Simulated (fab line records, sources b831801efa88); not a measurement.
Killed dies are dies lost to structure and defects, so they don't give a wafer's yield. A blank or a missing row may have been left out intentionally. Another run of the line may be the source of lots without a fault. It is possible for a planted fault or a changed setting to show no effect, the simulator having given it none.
Chamber matching :: flow sky130 :: cmp-01 running SKY_VIA1_CMP_02: 4 sister chambers
The step polishes SiO2. 4 wafers are shown with their chamber, then 7 later ones without.

== EACH WAFER AND ITS CHAMBER ==
wafer: L775.2
chamber: 0
motorCurrentA (A): 11.1

wafer: L777.5
chamber: 2
motorCurrentA (A): 13.9

wafer: L779.2
chamber: 3
motorCurrentA (A): 14.2

wafer: L779.3
chamber: 1
motorCurrentA (A): 13.8

== WAFERS MISSING THEIR CHAMBER ==
wafer: L779.5
motorCurrentA (A): 14.4

wafer: L781.1
motorCurrentA (A): 14.1

wafer: L781.4
motorCurrentA (A): 14.9

wafer: L781.6
motorCurrentA (A): 14.1

wafer: L785.1
motorCurrentA (A): 14.6

wafer: L785.2
motorCurrentA (A): 10.7

wafer: L785.3
motorCurrentA (A): 13.8

== EACH ONE'S CHAMBER ==
wafer: L779.5
from the rows above: can't be placed: 3 or 2 or 1
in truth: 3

wafer: L781.1
from the rows above: can't be placed: 3 or 2 or 1
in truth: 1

wafer: L781.4
from the rows above: can't be placed: 3 or 2 or 1
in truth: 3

wafer: L781.6
from the rows above: can't be placed: 3 or 2 or 1
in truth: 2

wafer: L785.1
from the rows above: can't be placed: 3 or 2 or 1
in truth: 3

wafer: L785.2
from the rows above: 0
in truth: 0

wafer: L785.3
from the rows above: can't be placed: 1 or 2 or 3
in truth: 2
Correct placement for 1 of the 7. Unplaceable from these rows: 6, with the true chamber sitting among the candidates in 6. Placed wrongly: 0.
How it was worked out, from the rows above alone: a wafer's distance from a chamber is the root of the sum, over the readings, of the square of ((its reading less the chamber's mean) divided by the reading's scatter). The wafer belongs to the nearest chamber; if the next one is less than 2 further off, it can't be placed. A chamber's mean is the mean of its shown wafers. The scatter (one wafer shown for each chamber): square how far every hidden wafer sits from the nearest shown wafer, average those squares and take the square root.
